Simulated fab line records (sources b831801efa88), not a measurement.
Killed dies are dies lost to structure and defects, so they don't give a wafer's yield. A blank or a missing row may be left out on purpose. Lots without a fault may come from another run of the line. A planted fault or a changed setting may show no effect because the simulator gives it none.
Code-filled problem report in 8D (eight disciplines) form | flow gf180mcu | the parts of the form that need people (team, actions taken, sign-off) are left out

== 1. WHAT IS WRONG ==
Across 6 wafers from 2 lots, HV_LDD_CVD_56_THK at GF_HV_LDD_THK_MEAS_57 averages 51.1 nm, while fault-free wafers read 90.1 nm with a standard deviation of 0.75. Relative to the usual mean, that is a shift of -52 standard deviations.
The first sign was on wafer L734.2 at day 15 09:55, on film metro-01. The record has a number at this step for 33 wafers belonging to 11 lots. The rule behind "out" and "out of limits": a value lying over 4 standard deviations away from the usual mean. Any other wafer with a number is counted as sound.

== 2. WHAT IT IS AND WHAT IT IS NOT ==
question                    | is                           | is not
which readings at this step | HV_LDD_CVD_56_THK            | -
which lots                  | L734, L736                   | L729, L730, L731, L742, L743, L745, L746, L747, L748
which wafers of those lots  | all that have a number       | -
read on which gauges        | film metro-01, film metro-03 | film metro-04
when                        | from day 15 09:55            | up to then (9 sound wafers); but 18 sound wafers of L742, L743, L745, L746, L747, L748 came after

== 3. WHAT RULES OUT EACH SUSPECT ==
Counting: any tool at a process step up to the reading is kept as a suspect provided that every lot that is out went through it and no sound lot did after the first of them.
- ruled out: the gauge at GF_HV_LDD_THK_MEAS_57. Those wafers that are out were read across 2 gauges (film metro-01, film metro-03).
- lpcvd-01 at GF_HV_LDD_CVD_56 (deposits Si3N4 from DCS/NH3, target thk 90 nm, time 1543 s): ruled out as a lasting fault. The sound lots L746, L747, L748 went through it after L734, its earliest lot that is out (day 15 07:46).
Left after counting: nothing in the record.

== 4. THE CAUSE (what the simulator had put in) ==
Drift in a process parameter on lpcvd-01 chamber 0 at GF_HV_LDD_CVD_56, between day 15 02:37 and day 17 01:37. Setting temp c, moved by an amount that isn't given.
The count ruled it out by mistake, since the rule takes a fault to strike every lot its tool runs from the start of the fault on, and this one did not do so.

== 5. SEQUENCE OF EFFECTS, ordered by route ==
Rows list readings where the struck wafers' mean (over those with a number) sits beyond 3 standard deviations from the usual. Scope: only readings with a usual standard deviation given in the record; hours: median across lots of the time from each lot's start at the first step in this table that gives one to its start at this step; sigmas: change in usual standard deviations.
hours | step                  | reading            | usual      | on struck wafers | change | sigmas
0     | GF_HV_LDD_CVD_56      | spike tc bottom C  | 790.9 C    | 763.0            | -27.9  | -15
0     | GF_HV_LDD_CVD_56      | spike tc centre C  | 771.5 C    | 744.9            | -26.6  | -17
0     | GF_HV_LDD_CVD_56      | spike tc lower C   | 769.7 C    | 740.3            | -29.4  | -21
0     | GF_HV_LDD_CVD_56      | spike tc top C     | 783 C      | 755              | -28    | -7.9
0     | GF_HV_LDD_CVD_56      | spike tc upper C   | 769.2 C    | 741.2            | -28.0  | -28
0     | GF_HV_LDD_CVD_56      | susceptor temp C   | 770.0 C    | 741.4            | -28.6  | -77
2     | GF_HV_LDD_THK_MEAS_57 | HV_LDD_CVD_56_THK  | 90.1 nm    | 51.1             | -39.0  | -52
2     | GF_HV_LDD_ETCHBACK_58 | oes product au     | 0.843 a.u. | 0.643            | -0.200 | -33
2     | GF_HV_LDD_ETCHBACK_58 | throttle valve pct | 10.562 %   | 10.535           | -0.027 | -3.0
It contains these process steps:
- GF_HV_LDD_CVD_56: deposits Si3N4 from DCS/NH3, target thk 90 nm, time 1543 s.
- GF_HV_LDD_ETCHBACK_58: etches Si3N4 in CH3F/O2, stops on SiO2, time 100 s, target depth 90 nm.

== 6. WHAT WOULD HAVE CAUGHT IT SOONER ==
The first out-of-limits reading at a measuring or inspecting step in this record came at day 15 09:55, 7 hours after the fault's start at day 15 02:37.
The tool's own readings at GF_HV_LDD_CVD_56 were out on every struck wafer that the step has a row for (spike tc bottom C, spike tc centre C, spike tc lower C, spike tc top C, spike tc upper C, susceptor temp C): an alarm limit on them would have fired on the first of those.
